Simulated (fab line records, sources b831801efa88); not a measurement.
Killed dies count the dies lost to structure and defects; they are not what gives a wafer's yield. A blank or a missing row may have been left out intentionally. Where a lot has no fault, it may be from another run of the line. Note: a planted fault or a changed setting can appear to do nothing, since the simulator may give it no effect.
What tool caused it? -- flow gf180mcu -- 42 wafers from 14 lots sampled at 5 of the route's 602 steps

## WHAT EACH GAUGE READ, for each wafer
GF_STI_THK_MEAS_02. Usual: STI_OXIDATION_THK 9.99 nm, standard deviation 0.2.
lot,measured,on,STI_OXIDATION_THK (nm),flag
L211,day 1 11:31,film metro-03,10.30 10.31 10.35,
L212,day 1 16:31,film metro-04,10.16 10.11 10.06,
L213,day 1 21:31,film metro-04,10.01 9.86 9.91,
L217,day 2 17:53,film metro-04,9.89 9.87 9.81,
L220,day 3 08:44,film metro-03,9.91 10.15 10.06,
L221,day 3 13:53,film metro-03,9.94 10.19 10.07,
L222,day 3 19:26,film metro-03,9.95 9.98 9.92,
L223,day 4 00:27,film metro-04,10.08 10.30 10.01,
L224,day 4 04:31,film metro-02,10.36 10.15 10.05,
L225,day 4 11:13,film metro-02,9.88 9.79 9.60,
L228,day 5 00:31,film metro-04,9.59 9.31 9.60,
L232,day 5 22:01,film metro-03,10.31 9.89 10.09,
L233,day 6 02:04,film metro-03,10.01 10.10 9.83,
L234,day 6 06:31,film metro-02,10.29 10.40 10.12,

GF_VT_IMPLANT_OVL_MEAS_07. Usual: VT_IMPLANT_OVL -0.8 nm, standard deviation 1.6.
lot,measured,on,VT_IMPLANT_OVL (nm),flag
L211,day 5 12:44,overlay-02,1.1 -0.8 2.7,
L212,day 5 22:27,overlay-01,-1.2 -0.9 0.0,
L213,day 6 01:00,overlay-02,-3.2 -3.1 -1.5,
L217,day 7 02:25,overlay-01,1.0 1.9 0.5,
L220,day 7 20:49,overlay-01,-3.2 -3.0 -2.8,
L221,day 8 04:15,overlay-02,-1.9 0.2 -1.4,
L222,day 8 09:58,overlay-01,0.9 -0.1 -0.3,
L223,day 8 15:01,overlay-02,2.7 4.1 -2.0,
L224,day 8 20:57,overlay-02,-0.9 -0.7 -2.3,
L225,day 9 05:54,overlay-02,1.2 -1.1 -2.4,
L228,day 10 02:03,overlay-02,-0.2 -1.3 -1.8,
L232,day 11 00:57,overlay-01,-0.4 -0.7 -1.5,
L233,day 11 07:13,overlay-02,0.0 -0.9 -0.1,
L234,day 11 18:08,overlay-02,-1.8 -2.3 -2.6,

GF_HV_LDD_TW_MEAS_38. Usual: HV_LDD_3_TW 1432, standard deviation 13.
lot,measured,on,HV_LDD_3_TW,flag
L211,day 11 10:08,film metro-04,1452 1451 1460,
L212,day 11 21:46,film metro-03,1424 1426 1416,
L213,day 12 00:47,film metro-04,1444 1447 1453,
L217,day 13 07:59,film metro-04,1441 1434 1440,
L220,day 14 08:59,film metro-04,1454 1451 1462,
L221,day 14 17:07,film metro-04,1449 1465 1457,
L222,day 15 03:30,film metro-03,1426 1424 1435,
L223,day 15 08:07,film metro-03,1432 1442 1437,
L224,day 15 19:33,film metro-03,1410 1409 1405,
L225,day 16 06:22,film metro-03,1401 1402 1410,
L228,day 17 19:32,film metro-03,1442 1431 1431,
L232,day 18 14:18,film metro-01,1414 1414 1409,
L233,day 18 21:48,film metro-01,1414 1424 1419,
L234,day 19 09:27,film metro-01,1417 1422 1426,

GF_HV_LDD_RS_MEAS_53: uses a four-point probe to measure. Usual: HV_LDD_RS 419.8 ohm/sq, standard deviation 0.9.
lot,measured,on,HV_LDD_RS (ohm/sq),flag
L211,day 12 05:16,film metro-01,420.9 420.4 420.2,
L212,day 12 17:09,film metro-04,420.6 419.7 421.3,
L213,day 12 20:24,film metro-04,420.2 420.0 420.3,
L217,day 14 03:22,film metro-01,419.3 419.9 420.0,
L220,day 15 06:04,film metro-04,422.5 420.3 421.7,
L221,day 15 13:33,film metro-04,418.7 419.5 418.7,
L222,day 16 01:14,film metro-04,418.8 419.7 419.8,
L223,day 16 06:56,film metro-03,418.8 417.3 418.2,
L224,day 16 18:30,film metro-03,424.6 424.9 424.2,OFF
L225,day 17 05:39,film metro-04,424.6 424.9 425.3,OFF
L228,day 18 19:02,film metro-03,420.2 419.5 419.0,
L232,day 19 14:15,film metro-01,420.2 419.4 419.4,
L233,day 19 22:41,film metro-01,418.3 419.9 419.7,
L234,day 20 10:18,film metro-04,420.9 420.9 421.5,

## TOOL THAT RAN EACH LOT (tool first, then ch and the chambers of the sampled wafers, then the start)
lot,GF_HV_LDD_IMPLANT_33
L211,"implanter-01 ch 0, day 11 09:24"
L212,"implanter-02 ch 0, day 11 21:05"
L213,"implanter-03 ch 0, day 12 00:05"
L217,"implanter-03 ch 0, day 13 07:19"
L220,"implanter-03 ch 0, day 14 08:18"
L221,"implanter-01 ch 0, day 14 16:25"
L222,"implanter-03 ch 0, day 15 02:45"
L223,"implanter-02 ch 0, day 15 07:27"
L224,"implanter-03 ch 0, day 15 18:51"
L225,"implanter-03 ch 0, day 16 05:40"
L228,"implanter-01 ch 0, day 17 18:51"
L232,"implanter-01 ch 0, day 18 13:36"
L233,"implanter-02 ch 0, day 18 21:09"
L234,"implanter-02 ch 0, day 19 08:45"
- GF_HV_LDD_IMPLANT_33

## AS READ BY THE TOOLS THEMSELVES (means over the sampled wafers that have a number; for cases with no such wafer, the mark the record gives instead)
GF_HV_LDD_IMPLANT_33. Usual: beam on s 10.00 s, standard deviation 0.19; faraday current uA 42.3, standard deviation 0.81; rotation deg 0.005 degrees, standard deviation 0.021.
lot,tool,beam on s (s),faraday current uA,rotation deg (degrees),flag
L211,implanter-01,9.93,42.6,0.009,
L212,implanter-02,10.12,41.8,0.015,
L213,implanter-03,9.91,42.6,0.007,
L217,implanter-03,9.95,42.5,-0.017,
L220,implanter-03,9.91,42.6,-0.006,
L221,implanter-01,10.02,42.3,0.004,
L222,implanter-03,9.92,42.6,0.013,
L223,implanter-02,9.89,42.9,0.016,
L224,implanter-03,7.85,53.8,0.011,OFF
L225,implanter-03,7.73,54.5,0.015,OFF
L228,implanter-01,9.97,42.4,-0.009,
L232,implanter-01,10.11,41.8,0.008,
L233,implanter-02,10.01,42.2,0.019,
L234,implanter-02,10.14,41.7,-0.024,

## THE ANSWER, worked out from the rows above alone
Rule: take the mean of a lot's wafers that have a number; if it is more than 3 standard deviations from the usual mean, the lot is off. Also off: a lot with no number at a reading for which 4 or more lots have one. All remaining lots with rows at the step are treated as sound. Order of review: gauges by route order, followed by the tools' own readings, for which a lot's mean as printed above is used. The first step at which some lot is off is used, and at that step the reading that is off furthest; a lot without a number counts as furthest.
Off: L224, L225, seen at GF_HV_LDD_RS_MEAS_53 (HV_LDD_RS).
A tool fits if, at a process step before that reading, it ran every lot that is off, and no sound lot after the first of them. Not tried: the gauges at GF_HV_LDD_RS_MEAS_53; whatever is off there is also off at GF_HV_LDD_IMPLANT_33, on other tools, and gauge error can't account for it. One fits: GF_HV_LDD_IMPLANT_33 on implanter-03. A fault onset in the window from L222 (day 15 02:45, its last sound lot) to L224 (day 15 18:51, its first lot off) fits.
The tool's own readings at GF_HV_LDD_IMPLANT_33 bear it out: on the lots that are off they differ by more than 5 times the standard deviation of the sound lots' means. beam on s reads 7.79 s there against 9.99 s on the sound lots; faraday current uA reads 54.1 there against 42.3 on the sound lots.

## WHAT WAS PUT IN BY THE SIMULATOR
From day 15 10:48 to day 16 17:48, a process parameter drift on implanter-03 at GF_HV_LDD_IMPLANT_33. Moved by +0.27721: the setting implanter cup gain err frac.
Shown lots that were struck: L224, L225. The rule above reached the same finding.
